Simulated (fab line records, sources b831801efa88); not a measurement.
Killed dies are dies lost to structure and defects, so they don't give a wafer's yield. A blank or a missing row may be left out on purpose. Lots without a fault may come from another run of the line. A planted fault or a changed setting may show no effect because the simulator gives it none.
fab line records | flow sky130
record lots=14 wafers=42 last_day=51
route steps=708 shown RES_XHIGH@341 SD_N@346 LI_CONTACT@374 PAD_OPEN@708
lots that met no fault: from a run of the same line without faults
start_h: hours from the record's first day to the start of the lot's first wafer shown | wait_h: hours since the lot's step before | " the same as in the row above | L1.1+2: a row that stands for several wafers | - no value, or no start given | * or withheld: withheld | < > ~ a bound
route shown NAME@n: a module of which the file shows steps, and the number in the route of the first | usual: mean/standard deviation of fault-free wafers | same: alike in all rows | chamber/n: place in a boat | sites: the reading at each site | _std_site: their standard deviation | _edge_site: outer sites' mean less inner sites' | radius_mm: how far each site lies from the wafer's centre | mask NAME#n: copy n | behind: the tool/chamber that last shaped the wafer | hold: why the lot was held/for how many hours/how that ended | device: the transistor (n, p or np) that didn't switch | end of line: the same wafers' tests at the end of the route | a step without rows: its recipe alone | killed: dies lost to structure and defects at the first sort, not the wafer's yield | map: a wafer's dies, x killed, . not, _ none there
set.NAME: the setting as run; set.NAME@STEP: as run at that earlier step | model.NAME: the simulator's own value behind a step, which no gauge read
steps of the route over a sample of lots; a table a step, a row a wafer
services: from which hour (start_h, from the record's first day; less than 0 if before it) a tool's chamber was out of use, for how many hours, and why
## steps
# step SKY_RES_XHIGH_TW_MEAS_09
# usual RES_XHIGH_TW=1630/15
# columns lot.wafer tool chamber start_h wait_h RES_XHIGH_TW
L326.1 film_metro-04 - 614.37 0.1 1654
L326.2 " - " " 1648
L326.4 " - " " 1650
L327.1 film_metro-02 - 636.85 0.1 1620
L327.4 " - " " 1616
L327.5 " - " " 1621
L328.1 film_metro-02 - 642.98 0.1 1621
L328.2 " - " " 1619
L328.4 " - " " 1622
L331.1 film_metro-01 - 664.25 0.1 1635
L331.3 " - " " 1629
L331.4 " - " " 1643
L330.3 film_metro-04 - 667.42 0.1 1649
L330.4 " - " " 1659
L330.5 " - " " 1664
L336.3 film_metro-02 - 718.00 0.1 1635
L336.4 " - " " 1626
L336.6 " - " " 1642
L338.1 film_metro-02 - 725.05 0.1 1620
L338.2 " - " " 1621
L338.6 " - " " 1615
L339.1 film_metro-04 - 747.37 0.1 1652
L339.2 " - " " 1649
L339.4 " - " " 1647
L341.1 film_metro-01 - 770.65 0.1 1646
L341.3 " - " " 1634
L341.4 " - " " 1640
L342.2 film_metro-04 - 772.74 0.1 1637
L342.4 " - " " 1632
L342.5 " - " " 1651
L343.1 film_metro-02 - 788.85 0.1 1630
L343.4 " - " " 1625
L343.6 " - " " 1624
L344.1 film_metro-02 - 794.00 0.1 1616
L344.2 " - " " 1606
L344.6 " - " " 1611
L346.2 film_metro-01 - 803.94 0.1 1622
L346.4 " - " " 1623
L346.6 " - " " 1624
L349.2 film_metro-02 - 814.69 0.1 1593
L349.4 " - " " 1611
L349.5 " - " " 1608
# step SKY_SD_N_EXPOSE_04
# recipe mask_id=NSDM na=0.6 source_shape=conventional sigma_outer=0.6 polarization=unpolarized target_cd_nm=380 dose_mj=141
# columns lot.wafer tool chamber start_h wait_h mask
L326.1+2+4 iline_stepper-01 0 629.30 - NSDM#0
L327.1+4+5 iline_stepper-01 0 651.83 - NSDM#0
L328.1+2+4 iline_stepper-01 0 658.07 - NSDM#0
L331.1+3+4 iline_stepper-01 0 678.95 - NSDM#0
L330.3+4+5 iline_stepper-02 0 682.00 - NSDM#0
L336.3+4+6 iline_stepper-02 0 731.67 - NSDM#0
L338.1+2+6 iline_stepper-02 0 738.98 - NSDM#0
L339.1+2+4 iline_stepper-02 0 761.28 - NSDM#0
L341.1+3+4 iline_stepper-02 0 784.38 - NSDM#0
L342.2+4+5 iline_stepper-02 0 786.35 - NSDM#0
L343.1+4+6 iline_stepper-01 0 802.65 - NSDM#0
L344.1+2+6 iline_stepper-01 0 807.23 - NSDM#0
L346.2+4+6 iline_stepper-01 0 817.05 - NSDM#0
L349.2+4+5 iline_stepper-01 0 828.23 - NSDM#0
# step SKY_SD_N_OVL_MEAS_08
# usual SD_N_OVL=1.4/1.3
# columns lot.wafer tool chamber start_h wait_h SD_N_OVL[nm]
L326.1 overlay-01 - 643.67 0.1 1.5
L326.2 " - " " 2.9
L326.4 " - " " 1.5
L327.1 overlay-02 - 666.30 0.1 3.2
L327.4 " - " " 1.2
L327.5 " - " " 1.1
L328.1 overlay-02 - 672.19 0.1 2.6
L328.2 " - " " 2.2
L328.4 " - " " 4.5
L331.1 overlay-02 - 693.00 0.1 0.6
L331.3 " - " " 1.1
L331.4 " - " " 2.2
L330.3 overlay-01 - 695.63 0.1 3.2
L330.4 " - " " 2.9
L330.5 " - " " 3.0
L336.3 overlay-02 - 745.49 0.1 0.6
L336.4 " - " " 2.3
L336.6 " - " " 2.9
L338.1 overlay-02 - 752.93 0.1 182.1
L338.2 " - " " 182.9
L338.6 " - " " 182.1
L339.1 overlay-02 - 774.65 0.1 186.0
L339.2 " - " " 185.2
L339.4 " - " " 183.9
L341.1 overlay-02 - 797.15 0.1 183.4
L341.3 " - " " 181.1
L341.4 " - " " 183.7
L342.2 overlay-02 - 799.68 0.1 182.6
L342.4 " - " " 184.0
L342.5 " - " " 182.6
L343.1 overlay-01 - 815.82 0.1 2.4
L343.4 " - " " 2.9
L343.6 " - " " 2.2
L344.1 overlay-02 - 820.20 0.1 0.5
L344.2 " - " " 1.4
L344.6 " - " " -0.3
L346.2 overlay-01 - 829.90 0.1 1.3
L346.4 " - " " -2.5
L346.6 " - " " 0.8
L349.2 overlay-02 - 840.86 0.1 0.9
L349.4 " - " " 2.7
L349.5 " - " " 1.0
# step SKY_LI_CONTACT_CD_MEAS_12
# recipe target_cd_nm=170
# usual cd_nm=170.0/1.5
# columns lot.wafer tool chamber start_h wait_h cd_nm
L326.1 cd_sem-01 - 675.02 - 168.8
L326.2 " - " " 169.0
L326.4 " - " " 169.0
L327.1 cd_sem-01 - 696.22 - 169.3
L327.4 " - " " 170.4
L327.5 " - " " 169.8
L328.1 cd_sem-02 - 702.45 - 169.8
L328.2 " - " " 168.4
L328.4 " - " " 170.5
L331.1 cd_sem-01 - 722.62 - 170.6
L331.3 " - " " 170.8
L331.4 " - " " 169.7
L330.3 cd_sem-02 - 725.79 - 167.4
L330.4 " - " " 168.2
L330.5 " - " " 167.2
L336.3 cd_sem-02 - 774.92 - 170.4
L336.4 " - " " 169.2
L336.6 " - " " 171.9
L338.1 cd_sem-02 - 781.88 - 171.7
L338.2 " - " " 170.9
L338.6 " - " " 172.0
L339.1 cd_sem-01 - 803.23 - 168.5
L339.2 " - " " 168.9
L339.4 " - " " 168.9
L341.1 cd_sem-02 - 825.13 - 171.5
L341.3 " - " " 169.2
L341.4 " - " " 170.5
L342.2 cd_sem-02 - 827.90 - 172.0
L342.4 " - " " 171.9
L342.5 " - " " 172.2
L343.1 cd_sem-02 - 843.32 - 170.6
L343.4 " - " " 168.4
L343.6 " - " " 168.5
L344.1 cd_sem-02 - 848.62 - 169.3
L344.2 " - " " 171.2
L344.6 " - " " 170.3
L346.2 cd_sem-01 - 857.37 - 171.5
L346.4 " - " " 170.1
L346.6 " - " " 171.6
L349.2 cd_sem-02 - 868.14 - 173.0
L349.4 " - " " 173.7
L349.5 " - " " 172.9
# step SKY_LI_CONTACT_OVL_MEAS_13
# usual LI_CONTACT_OVL=4/6.5
# columns lot.wafer tool chamber start_h wait_h LI_CONTACT_OVL[nm]
L326.1 overlay-01 - 675.14 0.1 8
L326.2 " - " " 7
L326.4 " - " " 10
L327.1 overlay-02 - 696.34 0.1 -5
L327.4 " - " " 8
L327.5 " - " " -1
L328.1 overlay-02 - 702.57 0.1 0
L328.2 " - " " 12
L328.4 " - " " 1
L331.1 overlay-02 - 722.74 0.1 -6
L331.3 " - " " -12
L331.4 " - " " -4
L330.3 overlay-01 - 725.88 0.1 1
L330.4 " - " " 4
L330.5 " - " " 9
L336.3 overlay-02 - 775.01 0.1 9
L336.4 " - " " 7
L336.6 " - " " 6
L338.1 overlay-01 - 782.00 0.1 4
L338.2 " - " " 7
L338.6 " - " " 1
L339.1 overlay-01 - 803.35 0.1 7
L339.2 " - " " -5
L339.4 " - " " -6
L341.1 overlay-02 - 825.25 0.1 -5
L341.3 " - " " 8
L341.4 " - " " 4
L342.2 overlay-02 - 828.00 0.1 10
L342.4 " - " " 14
L342.5 " - " " 6
L343.1 overlay-02 - 843.44 0.1 -1
L343.4 " - " " -16
L343.6 " - " " -7
L344.1 overlay-02 - 848.74 0.1 -11
L344.2 " - " " -6
L344.6 " - " " 0
L346.2 overlay-02 - 857.48 0.1 11
L346.4 " - " " 8
L346.6 " - " " 13
L349.2 overlay-02 - 868.25 0.1 -8
L349.4 " - " " 1
L349.5 " - " " 2
# step SKY_PAD_OPEN_PROBE_99
# usual killed_at_M0_to_M3=44/7.4 killed_at_M4_up=3.1/1.8 killed_at_contacts=25/6 killed_at_front_end=15/4.4 killed_at_other=0.3/0.49 killed_dies=88/10 killed_on_rim=17/3.6 killed_open=48/7.4 killed_short=39/6.3
# same gross_dies=492 killed_at_back_side=0
# columns lot.wafer tool chamber start_h wait_h killed_at_M0_to_M3 killed_at_M4_up killed_at_contacts killed_at_front_end killed_at_other killed_dies killed_on_rim killed_open killed_short
L327.1 prober-01 - 1097.90 0.1 45 3 28 20 0 96 21 54 42
L327.4 prober-01 - 1098.05 0.2 38 5 28 25 0 96 16 53 43
L327.5 prober-01 - 1098.10 0.2 50 7 32 20 0 109 24 56 53
L328.1 prober-02 - 1098.19 0.1 49 7 14 12 0 82 11 39 43
L328.2 prober-02 - 1098.24 0.1 42 2 26 8 1 79 10 43 36
L328.4 prober-02 - 1098.34 0.2 47 2 22 16 0 87 15 46 41
L336.3 prober-01 - 1154.27 0.2 31 4 20 10 0 65 17 35 30
L336.4 prober-01 - 1154.32 0.2 50 3 20 11 0 84 16 46 38
L336.6 prober-01 - 1154.42 0.2 45 3 28 23 0 99 15 53 44
L338.1 prober-02 - 1156.21 0.1 45 7 31 317 0 400 81 50 44
L338.2 prober-02 - 1156.26 0.1 58 4 27 334 0 423 88 52 42
L338.6 prober-02 - 1156.46 0.2 43 7 31 331 0 412 81 45 45
L339.1 prober-01 - 1171.17 0.1 45 2 29 338 0 414 82 57 30
L339.2 prober-01 - 1171.22 0.1 32 2 25 359 0 418 76 43 34
L339.4 prober-01 - 1171.32 0.2 25 5 24 353 0 407 81 32 36
L341.1 prober-01 - 1184.65 0.1 41 5 21 337 0 404 84 46 34
L341.3 prober-01 - 1184.75 0.2 47 4 25 343 0 419 80 47 47
L341.4 prober-01 - 1184.80 0.2 49 4 24 325 0 402 75 55 51
L342.2 prober-02 - 1188.93 0.1 46 5 25 331 1 408 83 44 48
L342.4 prober-02 - 1189.03 0.2 43 4 23 345 0 415 83 48 35
L342.5 prober-02 - 1189.08 0.2 53 1 30 337 0 421 81 58 37
L343.1 prober-01 - 1199.16 0.1 47 2 30 24 0 103 20 60 43
L343.4 prober-01 - 1199.31 0.2 38 4 14 15 0 71 14 33 38
L343.6 prober-01 - 1199.41 0.2 42 4 33 20 0 99 17 56 42
L344.1 prober-02 - 1202.13 0.1 56 6 18 21 0 101 20 52 47
L344.2 prober-02 - 1202.18 0.1 40 0 38 11 0 89 17 57 32
L344.6 prober-02 - 1202.38 0.2 37 2 31 15 0 85 24 47 38
L349.2 prober-01 - 1214.10 0.1 36 2 27 20 0 85 18 43 42
L349.4 prober-01 - 1214.20 0.2 38 2 25 15 0 80 19 40 40
L349.5 prober-01 - 1214.25 0.2 47 2 41 16 0 106 22 72 34
# killed by level:class
L327.1 POLY_GATE:geometric_particle:open=10 LI_CONTACT:geometric_particle:open=9 VIA1:geometric_particle:open=9 METAL2:geometric_particle:short=8 CONTACT:geometric_particle:open=8 VIA2:geometric_particle:open=7 LOCAL_INTERCONNECT:geometric_particle:short=6 VIA2:geometric_particle:short=6
L327.4 VIA1:geometric_particle:open=10 LOCAL_INTERCONNECT:geometric_particle:short=9 VIA3:geometric_particle:open=9 FIELD_ISO:geometric_particle:open=8 FIELD_ISO:geometric_particle:short=7 CONTACT:geometric_particle:open=6 CONTACT:geometric_particle:short=5 VIA2:geometric_particle:short=5
L327.5 CONTACT:geometric_particle:short=11 VIA1:geometric_particle:open=11 FIELD_ISO:geometric_particle:open=7 CONTACT:geometric_particle:open=7 VIA2:geometric_particle:open=7 VIA3:geometric_particle:open=7 LOCAL_INTERCONNECT:geometric_particle:short=6 VIA1:geometric_particle:short=5
L328.1 VIA1:geometric_particle:open=11 METAL2:geometric_particle:short=9 LI_CONTACT:geometric_particle:open=7 VIA2:geometric_particle:short=6 METAL4:geometric_particle:short=6 VIA2:geometric_particle:open=5 VIA3:geometric_particle:open=5 POLY_GATE:geometric_particle:short=4
L328.2 VIA2:geometric_particle:open=9 VIA1:geometric_particle:open=8 LI_CONTACT:geometric_particle:open=7 CONTACT:geometric_particle:open=7 METAL1:geometric_particle:short=6 LI_CONTACT:geometric_particle:short=5 LOCAL_INTERCONNECT:geometric_particle:short=4 VIA1:geometric_particle:short=4
L328.4 VIA2:geometric_particle:short=8 LI_CONTACT:geometric_particle:open=7 VIA1:geometric_particle:open=7 CONTACT:geometric_particle:open=6 METAL1:geometric_particle:short=6 VIA2:geometric_particle:open=6 VIA3:geometric_particle:open=6 POLY_GATE:geometric_particle:short=5
L336.3 CONTACT:geometric_particle:open=12 METAL1:geometric_particle:short=7 VIA1:geometric_particle:open=5 FIELD_ISO:geometric_particle:open=4 CONTACT:geometric_particle:short=4 VIA3:geometric_particle:open=4 VIA2:geometric_particle:short=3 VIA1:geometric_particle:short=3
L336.4 VIA1:geometric_particle:open=13 METAL1:geometric_particle:short=8 VIA3:geometric_particle:open=7 VIA2:geometric_particle:open=7 METAL1:geometric_particle:open=5 LOCAL_INTERCONNECT:geometric_particle:short=5 CONTACT:geometric_particle:open=5 CONTACT:geometric_particle:short=5
L336.6 CONTACT:geometric_particle:open=9 VIA1:geometric_particle:open=9 POLY_GATE:geometric_particle:short=8 LI_CONTACT:geometric_particle:open=7 VIA1:geometric_particle:short=7 POLY_GATE:geometric_particle:open=6 CONTACT:geometric_particle:short=6 METAL1:geometric_particle:short=6
L338.1 SD_N:overlay=306 LI_CONTACT:geometric_particle:open=9 VIA1:geometric_particle:open=8 CONTACT:geometric_particle:open=8 METAL1:geometric_particle:short=7 VIA3:geometric_particle:open=7 METAL4:geometric_particle:short=6 CONTACT:geometric_particle:short=6
L338.2 SD_N:overlay=329 CONTACT:geometric_particle:open=13 VIA3:geometric_particle:open=11 VIA1:geometric_particle:open=10 VIA3:geometric_particle:short=9 METAL1:geometric_particle:short=7 LI_CONTACT:geometric_particle:open=6 VIA2:geometric_particle:open=6
L338.6 SD_N:overlay=322 VIA1:geometric_particle:open=10 METAL1:geometric_particle:short=9 LI_CONTACT:geometric_particle:open=8 CONTACT:geometric_particle:open=8 CONTACT:geometric_particle:short=6 VIA1:geometric_particle:short=6 METAL4:geometric_particle:short=6
L339.1 SD_N:overlay=327 LI_CONTACT:geometric_particle:open=13 VIA1:geometric_particle:open=12 CONTACT:geometric_particle:open=11 METAL1:geometric_particle:short=7 VIA3:geometric_particle:open=6 VIA2:geometric_particle:open=5 METAL3:geometric_particle:short=5
L339.2 SD_N:overlay=341 LI_CONTACT:geometric_particle:open=8 CONTACT:geometric_particle:open=8 POLY_GATE:geometric_particle:open=7 VIA2:geometric_particle:open=6 POLY_GATE:geometric_particle:short=5 METAL3:geometric_particle:short=5 METAL1:geometric_particle:short=4
L339.4 SD_N:overlay=339 CONTACT:geometric_particle:short=9 LI_CONTACT:geometric_particle:open=7 CONTACT:geometric_particle:open=7 POLY_GATE:geometric_particle:open=5 METAL2:geometric_particle:short=5 VIA1:geometric_particle:open=4 METAL4:geometric_particle:short=4
L341.1 SD_N:overlay=324 VIA1:geometric_particle:open=17 CONTACT:geometric_particle:open=7 LI_CONTACT:geometric_particle:open=5 VIA2:geometric_particle:open=5 VIA2:geometric_particle:short=5 LI_CONTACT:geometric_particle:short=4 LOCAL_INTERCONNECT:geometric_particle:short=4
L341.3 SD_N:overlay=325 CONTACT:geometric_particle:open=9 LI_CONTACT:geometric_particle:open=8 METAL2:geometric_particle:short=8 VIA2:geometric_particle:open=8 VIA1:geometric_particle:open=7 FIELD_ISO:geometric_particle:open=5 FIELD_ISO:geometric_particle:short=5
L341.4 SD_N:overlay=296 FIELD_ISO:geometric_particle:open=10 CONTACT:geometric_particle:open=10 VIA3:geometric_particle:open=8 VIA1:geometric_particle:open=8 FIELD_ISO:geometric_particle:short=6 METAL2:geometric_particle:short=6 VIA2:geometric_particle:open=6
L342.2 SD_N:overlay=316 CONTACT:geometric_particle:open=8 LI_CONTACT:geometric_particle:open=8 VIA1:geometric_particle:open=7 METAL2:geometric_particle:short=7 VIA2:geometric_particle:short=6 VIA3:geometric_particle:open=6 VIA2:geometric_particle:open=6
L342.4 SD_N:overlay=332 CONTACT:geometric_particle:open=13 VIA3:geometric_particle:open=9 VIA2:geometric_particle:open=9 METAL2:geometric_particle:short=8 LOCAL_INTERCONNECT:geometric_particle:short=5 VIA1:geometric_particle:open=4 VIA1:geometric_particle:short=4
L342.5 SD_N:overlay=326 VIA1:geometric_particle:open=15 CONTACT:geometric_particle:open=12 METAL2:geometric_particle:short=7 VIA3:geometric_particle:open=7 LOCAL_INTERCONNECT:geometric_particle:short=6 LI_CONTACT:geometric_particle:open=6 METAL1:geometric_particle:short=5
L343.1 VIA1:geometric_particle:open=13 LI_CONTACT:geometric_particle:open=11 CONTACT:geometric_particle:open=9 POLY_GATE:geometric_particle:short=8 POLY_GATE:geometric_particle:open=7 FIELD_ISO:geometric_particle:open=6 METAL3:geometric_particle:short=6 VIA3:geometric_particle:open=6
L343.4 VIA3:geometric_particle:open=9 VIA1:geometric_particle:open=7 POLY_GATE:geometric_particle:short=6 CONTACT:geometric_particle:open=6 METAL4:geometric_particle:short=4 VIA1:geometric_particle:short=4 METAL3:geometric_particle:short=4 FIELD_ISO:geometric_particle:short=3
L343.6 CONTACT:geometric_particle:open=12 VIA1:geometric_particle:open=12 LI_CONTACT:geometric_particle:open=9 METAL2:geometric_particle:short=7 FIELD_ISO:geometric_particle:open=6 VIA3:geometric_particle:open=5 CONTACT:geometric_particle:short=5 METAL1:geometric_particle:short=5
L344.1 VIA1:geometric_particle:open=10 VIA2:geometric_particle:open=10 FIELD_ISO:geometric_particle:short=7 FIELD_ISO:geometric_particle:open=7 CONTACT:geometric_particle:open=7 VIA1:geometric_particle:short=7 CONTACT:geometric_particle:short=6 METAL1:geometric_particle:short=5
L344.2 LI_CONTACT:geometric_particle:open=14 CONTACT:geometric_particle:open=9 VIA2:geometric_particle:open=9 VIA1:geometric_particle:open=9 CONTACT:geometric_particle:short=7 VIA3:geometric_particle:open=7 METAL1:geometric_particle:short=7 POLY_GATE:geometric_particle:open=4
L344.6 CONTACT:geometric_particle:open=10 VIA2:geometric_particle:open=9 CONTACT:geometric_particle:short=8 LI_CONTACT:geometric_particle:open=7 VIA3:geometric_particle:open=7 METAL2:geometric_particle:short=5 VIA1:geometric_particle:open=5 POLY_GATE:geometric_particle:short=4
L349.2 CONTACT:geometric_particle:open=13 LI_CONTACT:geometric_particle:open=9 FIELD_ISO:geometric_particle:short=7 METAL1:geometric_particle:short=7 METAL3:geometric_particle:short=7 METAL2:geometric_particle:short=6 POLY_GATE:geometric_particle:short=5 VIA2:geometric_particle:open=5
L349.4 VIA1:geometric_particle:open=11 CONTACT:geometric_particle:open=9 CONTACT:geometric_particle:short=7 VIA2:geometric_particle:open=6 POLY_GATE:geometric_particle:short=5 METAL1:geometric_particle:short=5 VIA1:geometric_particle:short=5 LI_CONTACT:geometric_particle:short=4
L349.5 CONTACT:geometric_particle:open=19 LI_CONTACT:geometric_particle:open=13 VIA1:geometric_particle:open=12 VIA2:geometric_particle:open=7 VIA3:geometric_particle:open=6 FIELD_ISO:geometric_particle:open=4 CONTACT:geometric_particle:short=4 VIA1:geometric_particle:short=4
## services
# columns tool chamber start_h hours kind
iline_stepper-02 - 607.39 4.4 pm
iline_stepper-01 - 615.74 5.7 repair
iline_stepper-02 - 655.09 1.7 pm
iline_stepper-02 - 662.99 1.0 repair
iline_stepper-01 0 664.19 - calibration
iline_stepper-01 - 681.80 1.7 pm
iline_stepper-02 0 739.57 - calibration
iline_stepper-01 - 812.34 4.4 pm
## key
first_sign step=SKY_SD_N_OVL_MEAS_08 reading=SD_N_OVL direction=up sigmas=99+ usual=1.4 struck=183.3
effect step=SKY_PAD_OPEN_PROBE_99 reading=killed_at_front_end direction=up sigmas=73 usual=15 struck=338
more_kills_born_at SKY_SD_N_EXPOSE_04@iline_stepper-02=3883
met_at SKY_SD_N_EXPOSE_04
struck_lots L338,L339,L341,L342
tester_left_out L338,L339,L341,L342
not_acting_at SKY_RES_XHIGH_TW_MEAS_09,SKY_LI_CONTACT_CD_MEAS_12,SKY_LI_CONTACT_OVL_MEAS_13
onset_between 731.67 738.98
fault kind=scanner_matching_overlay tool=iline_stepper-02 chamber=- onset_h=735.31 steps=SKY_SD_N_EXPOSE_04 offset=182.94
# tester_left_out: of these lots the tester's yield and bins aren't shown, on N5 and GAA mostly nor the transistor test; their killed dies are dies lost to structure and defects alone, not to doping, threshold or leakage, so they don't give the yield
